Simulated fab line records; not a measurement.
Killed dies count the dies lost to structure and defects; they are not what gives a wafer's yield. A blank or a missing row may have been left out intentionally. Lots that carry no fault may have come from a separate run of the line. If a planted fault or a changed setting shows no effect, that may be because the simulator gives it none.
Chamber matching ; flow gf180mcu ; GF_V3_ETCH_16 on rie_diel-01 has 4 sister chambers
The step etches BARC in N2/H2. 16 wafers are shown with their chamber, then 8 later ones without.

== WAFERS, EACH WITH ITS CHAMBER ==
wafer;chamber;drypump_motor_current_A (A);throttle_valve_pct (%);oes_product_au (a.u.)
L079.3;3;6.0;13.230;0.850
L079.5;0;5.1;13.219;0.848
L079.6;3;6.0;13.220;0.855
L080.3;2;5.0;13.211;0.851
L080.4;1;5.5;13.212;0.846
L080.5;1;5.6;13.231;0.851
L082.2;3;6.0;13.224;0.854
L082.3;1;5.5;13.219;0.844
L082.6;3;6.0;13.221;0.861
L086.3;0;5.1;13.227;0.848
L086.4;0;5.1;13.225;0.854
L086.6;1;5.6;13.228;0.853
L087.2;0;5.1;13.226;0.859
L087.3;1;5.6;13.233;0.845
L087.5;1;5.5;13.227;0.850
L090.1;3;6.0;13.219;0.857

SIGNATURES (means of the wafers above)
reading;chamber 0;chamber 1;chamber 2;chamber 3;scatter within a chamber
drypump_motor_current_A;5.100;5.550;5.000;6.000;0.0354
throttle_valve_pct;13.22425;13.22500;13.21100;13.22280;0.00602
oes_product_au;0.85225;0.84817;0.85100;0.85540;0.00425
Rule: for each reading, subtract the chamber's mean from the wafer's reading, divide by that reading's scatter and square the result; add these up over the readings and take the root, which gives the wafer's distance from the chamber. If the next closest chamber is less than 2 further off than the closest, the wafer can't be placed; otherwise it belongs to the closest. The scatter is the square root of a quotient: the sum, over the shown wafers, of each reading's squared deviation from its chamber's mean, divided by wafers minus chambers.

== WAFERS WHOSE CHAMBER IS MISSING ==
wafer;drypump_motor_current_A (A);throttle_valve_pct (%);oes_product_au (a.u.)
L090.2;5.0;13.243;0.852
L090.3;5.5;13.213;0.851
L090.4;5.1;13.220;0.854
L090.5;6.0;13.221;0.858
L090.6;5.0;13.210;0.852
L092.3;5.0;13.239;0.853
L092.4;5.5;13.238;0.849
L092.6;5.5;13.227;0.855

== EACH ONE'S CHAMBER ==
wafer;from the rows above;in truth
L090.2;can't be placed: 0 or 2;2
L090.3;1;1
L090.4;0;0
L090.5;3;3
L090.6;2;2
L092.3;can't be placed: 0 or 2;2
L092.4;1;1
L092.6;1;1
Correct placement for 6 of the 8. From these rows, 2 cannot be placed; in 2 the true chamber is one of the candidates. Number placed wrongly: 0.
